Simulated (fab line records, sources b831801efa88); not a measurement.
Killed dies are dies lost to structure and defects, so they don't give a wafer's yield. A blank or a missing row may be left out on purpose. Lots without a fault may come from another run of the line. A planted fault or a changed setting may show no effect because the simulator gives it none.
Tool commonality check | flow gf180mcu | 13 lots, 39 wafers sampled

WHY IT WAS OPENED
At GF_HV_LDD_CD_MEAS_07 the reading cd_nm is flagged on 3 of 13 lots. Wafers without a fault read 399.5 nm, standard deviation 2.3.
Rule: a lot is flagged when every wafer of it that has a number lies more than 4 standard deviations from that mean, or none has a number. The other lots count as sound.

lot  | measured     | on        | cd_nm (nm), wafer by wafer | flag
L236 | day 10 00:22 | cd_sem-02 | 398.5 397.9 397.3          |
L237 | day 10 15:04 | cd_sem-02 | 401.7 402.1 402.4          |
L238 | day 10 20:26 | cd_sem-01 | 439.8 440.4 438.7          | FLAGGED
L239 | day 11 03:53 | cd_sem-01 | 437.5 434.1 434.9          | FLAGGED
L240 | day 11 14:49 | cd_sem-01 | 423.7 421.0 422.0          | FLAGGED
L248 | day 13 19:05 | cd_sem-02 | 398.0 397.7 399.2          |
L249 | day 14 04:35 | cd_sem-02 | 405.6 404.0 404.6          |
L251 | day 14 17:32 | cd_sem-02 | 401.2 402.2 398.8          |
L252 | day 15 02:20 | cd_sem-01 | 399.5 398.7 398.3          |
L254 | day 15 16:32 | cd_sem-02 | 398.8 398.3 398.4          |
L257 | day 16 17:44 | cd_sem-01 | 402.9 402.6 402.8          |
L258 | day 16 22:10 | cd_sem-01 | 401.3 399.9 401.2          |
L259 | day 17 06:47 | cd_sem-02 | 398.5 397.8 399.3          |
The numbers of the flagged lots are 432.5 nm on average: +33.0 nm against the usual, or +14 standard deviations.

WHICH TOOL RAN EACH LOT
The record holds 2 process steps before the reading, out of a route of 602 steps. In each cell: the tool, then ch and the chambers that the sampled wafers went through, then the start.
lot  | flag    | GF_LVPWELL_STRIP_10                 | GF_HV_LDD_DEVELOP_06
L236 |         | plasma_asher-04 ch 0,1, day 3 21:41 | litho_track-03 ch 0, day 10 00:13
L237 |         | plasma_asher-03 ch 0,1, day 4 05:53 | litho_track-03 ch 0, day 10 14:55
L238 | FLAGGED | plasma_asher-03 ch 0,1, day 4 11:52 | litho_track-03 ch 0, day 10 20:17
L239 | FLAGGED | plasma_asher-04 ch 0,1, day 4 16:25 | litho_track-03 ch 0, day 11 03:44
L240 | FLAGGED | plasma_asher-03 ch 0,1, day 4 21:17 | litho_track-03 ch 0, day 11 14:40
L248 |         | plasma_asher-03 ch 0,1, day 6 16:57 | litho_track-04 ch 0, day 13 18:57
L249 |         | plasma_asher-03 ch 0,1, day 6 23:24 | litho_track-03 ch 0, day 14 04:26
L251 |         | plasma_asher-04 ch 0,1, day 7 10:10 | litho_track-01 ch 0, day 14 17:23
L252 |         | plasma_asher-03 ch 1, day 7 15:49   | litho_track-04 ch 0, day 15 02:12
L254 |         | plasma_asher-01 ch 0,1, day 8 04:04 | litho_track-04 ch 0, day 15 16:24
L257 |         | plasma_asher-01 ch 0,1, day 8 19:51 | litho_track-03 ch 0, day 16 17:35
L258 |         | plasma_asher-03 ch 0,1, day 9 01:37 | litho_track-01 ch 0, day 16 21:55
L259 |         | plasma_asher-01 ch 0,1, day 9 08:10 | litho_track-01 ch 0, day 17 06:38
What these steps do:
- GF_LVPWELL_STRIP_10: strips in O2/N2.
- GF_HV_LDD_DEVELOP_06: develop time 60 s.
- GF_HV_LDD_CD_MEAS_07: target cd 400 nm.

FLAGGED OVER TOTAL, TOOL BY TOOL (the gauges that took the reading come last)
step                 | tool            | lots run | flagged | share of the flagged lots | sound lots run after its first flagged lot
GF_LVPWELL_STRIP_10  | plasma_asher-01 | 3        | 0       | none                      | -
GF_LVPWELL_STRIP_10  | plasma_asher-03 | 7        | 2       | some                      | 4 (L248,L249,L252,L258)
GF_LVPWELL_STRIP_10  | plasma_asher-04 | 3        | 1       | some                      | 1 (L251)
GF_HV_LDD_DEVELOP_06 | litho_track-01  | 3        | 0       | none                      | -
GF_HV_LDD_DEVELOP_06 | litho_track-03  | 7        | 3       | all                       | 2 (L249,L257)
GF_HV_LDD_DEVELOP_06 | litho_track-04  | 3        | 0       | none                      | -
GF_HV_LDD_CD_MEAS_07 | cd_sem-01       | 6        | 3       | all                       | 3 (L252,L257,L258)
GF_HV_LDD_CD_MEAS_07 | cd_sem-02       | 7        | 0       | none                      | -

WHAT THE TABLE ALLOWS
2 rows of the table ran every flagged lot: litho_track-03 at GF_HV_LDD_DEVELOP_06, cd_sem-01 at GF_HV_LDD_CD_MEAS_07.
- litho_track-03 at GF_HV_LDD_DEVELOP_06: 3 of its 7 lots flagged. Sound lots ran on it after the first flagged one (L249, L257), which a lasting fault on the whole tool wouldn't allow.
- cd_sem-01 at GF_HV_LDD_CD_MEAS_07: 3 of its 6 lots flagged. Sound lots ran on it after the first flagged one (L252, L257, L258), which a lasting fault on the whole tool wouldn't allow.
No row of the table ran every flagged lot and no sound lot after the first.

WHAT THE SIMULATOR HAD PUT IN
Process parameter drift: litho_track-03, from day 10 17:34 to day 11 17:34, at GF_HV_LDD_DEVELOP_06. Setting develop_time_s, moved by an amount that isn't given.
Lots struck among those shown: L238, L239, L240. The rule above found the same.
